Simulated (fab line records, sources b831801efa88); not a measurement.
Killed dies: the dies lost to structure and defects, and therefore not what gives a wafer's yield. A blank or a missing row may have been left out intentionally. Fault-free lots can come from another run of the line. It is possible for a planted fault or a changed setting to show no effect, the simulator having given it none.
Chamber matching / flow gf180mcu / cmp-01 running GF_V4_CMP_04: 4 sister chambers
The step polishes SiO2. 4 wafers are shown with their chamber, then 7 later ones without.

WAFERS WITH THEIR CHAMBER
wafer=L725.3; chamber=2; motorCurrentA (A)=14.3
wafer=L725.6; chamber=1; motorCurrentA (A)=11.9
wafer=L726.3; chamber=0; motorCurrentA (A)=11.4
wafer=L726.4; chamber=3; motorCurrentA (A)=10.7

WAFERS WHOSE CHAMBER IS MISSING
wafer=L726.6; motorCurrentA (A)=10.5
wafer=L727.3; motorCurrentA (A)=11.4
wafer=L727.4; motorCurrentA (A)=12.9
wafer=L727.6; motorCurrentA (A)=11.0
wafer=L730.2; motorCurrentA (A)=11.3
wafer=L730.4; motorCurrentA (A)=11.4
wafer=L730.6; motorCurrentA (A)=10.9

THE CHAMBER EACH PASSED THROUGH
wafer=L726.6; from the rows above=can't be placed: 3 or 0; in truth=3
wafer=L727.3; from the rows above=can't be placed: 0 or 1 or 3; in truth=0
wafer=L727.4; from the rows above=can't be placed: 1 or 2 or 0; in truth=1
wafer=L727.6; from the rows above=can't be placed: 3 or 0 or 1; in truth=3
wafer=L730.2; from the rows above=can't be placed: 0 or 1 or 3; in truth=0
wafer=L730.4; from the rows above=can't be placed: 0 or 1 or 3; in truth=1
wafer=L730.6; from the rows above=can't be placed: 3 or 0 or 1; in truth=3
Correct placement for 0 of the 7. Cannot be placed on the basis of these rows: 7; the candidates contain the true chamber in 7. Wrongly placed: 0.
How it was worked out, from the rows above alone: a wafer's distance from a chamber is the root of the sum, over the readings, of the square of ((its reading less the chamber's mean) divided by the reading's scatter). If the next closest chamber is less than 2 further off than the closest, the wafer can't be placed; otherwise it belongs to the closest. Each chamber's mean is taken over the wafers shown for it. The scatter: with one shown wafer a chamber, the root of the mean of the squares of how far each hidden wafer lies from its nearest shown one.
